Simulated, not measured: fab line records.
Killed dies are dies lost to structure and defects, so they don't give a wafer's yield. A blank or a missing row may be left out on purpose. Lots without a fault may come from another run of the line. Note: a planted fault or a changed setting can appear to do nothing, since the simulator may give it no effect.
Chamber matching :: flow gf180mcu :: 4 sister chambers for GF_V4_CMP_04 on cmp-02
The step polishes SiO2. 14 wafers are shown with their chamber, then 7 later ones without.

EACH WAFER AND ITS CHAMBER
wafer: L387.1
chamber: 2
motor-current-A (A): 11.0
time-to-endpoint-s (s): 77
retaining-ring-pressure-frac: 1.002

wafer: L387.5
chamber: 1
motor-current-A (A): 14.6
time-to-endpoint-s (s): 86
retaining-ring-pressure-frac: 0.997

wafer: L387.6
chamber: 2
motor-current-A (A): 11.2
time-to-endpoint-s (s): 80
retaining-ring-pressure-frac: 1.001

wafer: L389.4
chamber: 2
motor-current-A (A): 11.5
time-to-endpoint-s (s): 80
retaining-ring-pressure-frac: 0.999

wafer: L389.5
chamber: 1
motor-current-A (A): 15.4
time-to-endpoint-s (s): 80
retaining-ring-pressure-frac: 1.005

wafer: L389.6
chamber: 0
motor-current-A (A): 12.2
time-to-endpoint-s (s): 90
retaining-ring-pressure-frac: 0.998

wafer: L390.2
chamber: 0
motor-current-A (A): 14.0
time-to-endpoint-s (s): 82
retaining-ring-pressure-frac: 0.999

wafer: L390.3
chamber: 2
motor-current-A (A): 11.1
time-to-endpoint-s (s): 79
retaining-ring-pressure-frac: 0.999

wafer: L390.6
chamber: 2
motor-current-A (A): 10.7
time-to-endpoint-s (s): 85
retaining-ring-pressure-frac: 1.002

wafer: L392.1
chamber: 2
motor-current-A (A): 11.4
time-to-endpoint-s (s): 76
retaining-ring-pressure-frac: 1.006

wafer: L392.3
chamber: 3
motor-current-A (A): 13.5
time-to-endpoint-s (s): 73
retaining-ring-pressure-frac: 0.993

wafer: L392.4
chamber: 0
motor-current-A (A): 13.7
time-to-endpoint-s (s): 80
retaining-ring-pressure-frac: 1.005

wafer: L396.2
chamber: 1
motor-current-A (A): 14.5
time-to-endpoint-s (s): 76
retaining-ring-pressure-frac: 0.995

wafer: L396.3
chamber: 0
motor-current-A (A): 13.6
time-to-endpoint-s (s): 90
retaining-ring-pressure-frac: 1.002

SIGNATURES (averages over the wafers above)
reading: motor-current-A
chamber 0: 13.375
chamber 1: 14.833
chamber 2: 11.150
chamber 3: 13.500
scatter within a chamber: 0.532

reading: time-to-endpoint-s
chamber 0: 85.50
chamber 1: 80.67
chamber 2: 79.50
chamber 3: 73.00
scatter within a chamber: 4.28

reading: retaining-ring-pressure-frac
chamber 0: 1.00100
chamber 1: 0.99900
chamber 2: 1.00150
chamber 3: 0.99300
scatter within a chamber: 0.00346
Rule: a wafer lies at a distance from a chamber equal to the root of the sum of squares, over the readings, of (its reading less the chamber's mean, divided by the reading's scatter). The wafer belongs to the nearest chamber; if the next one is less than 2 further off, it can't be placed. The scatter is the square root of a quotient: the sum, over the shown wafers, of each reading's squared deviation from its chamber's mean, divided by wafers minus chambers.

WAFERS WHOSE CHAMBER IS MISSING
wafer: L396.4
motor-current-A (A): 11.5
time-to-endpoint-s (s): 85
retaining-ring-pressure-frac: 0.996

wafer: L407.1
motor-current-A (A): 13.1
time-to-endpoint-s (s): 88
retaining-ring-pressure-frac: 1.003

wafer: L407.4
motor-current-A (A): 13.9
time-to-endpoint-s (s): 76
retaining-ring-pressure-frac: 0.990

wafer: L407.6
motor-current-A (A): 12.4
time-to-endpoint-s (s): 86
retaining-ring-pressure-frac: 1.005

wafer: L408.1
motor-current-A (A): 13.8
time-to-endpoint-s (s): 84
retaining-ring-pressure-frac: 0.999

wafer: L408.4
motor-current-A (A): 13.7
time-to-endpoint-s (s): 86
retaining-ring-pressure-frac: 0.994

wafer: L408.5
motor-current-A (A): 13.3
time-to-endpoint-s (s): 90
retaining-ring-pressure-frac: 0.996

THE CHAMBER EACH PASSED THROUGH
wafer: L396.4
from the rows above: can't be placed: 2 or 0
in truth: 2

wafer: L407.1
from the rows above: 0
in truth: 0

wafer: L407.4
from the rows above: can't be placed: 3 or 1
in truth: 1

wafer: L407.6
from the rows above: can't be placed: 0 or 2
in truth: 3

wafer: L408.1
from the rows above: can't be placed: 0 or 1
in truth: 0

wafer: L408.4
from the rows above: can't be placed: 0 or 1 or 3
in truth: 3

wafer: L408.5
from the rows above: can't be placed: 0 or 1
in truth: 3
Placed correctly: 1 of 7. Can't be placed from these rows: 6 (the true chamber is among the candidates in 4). Wrongly placed: 0.
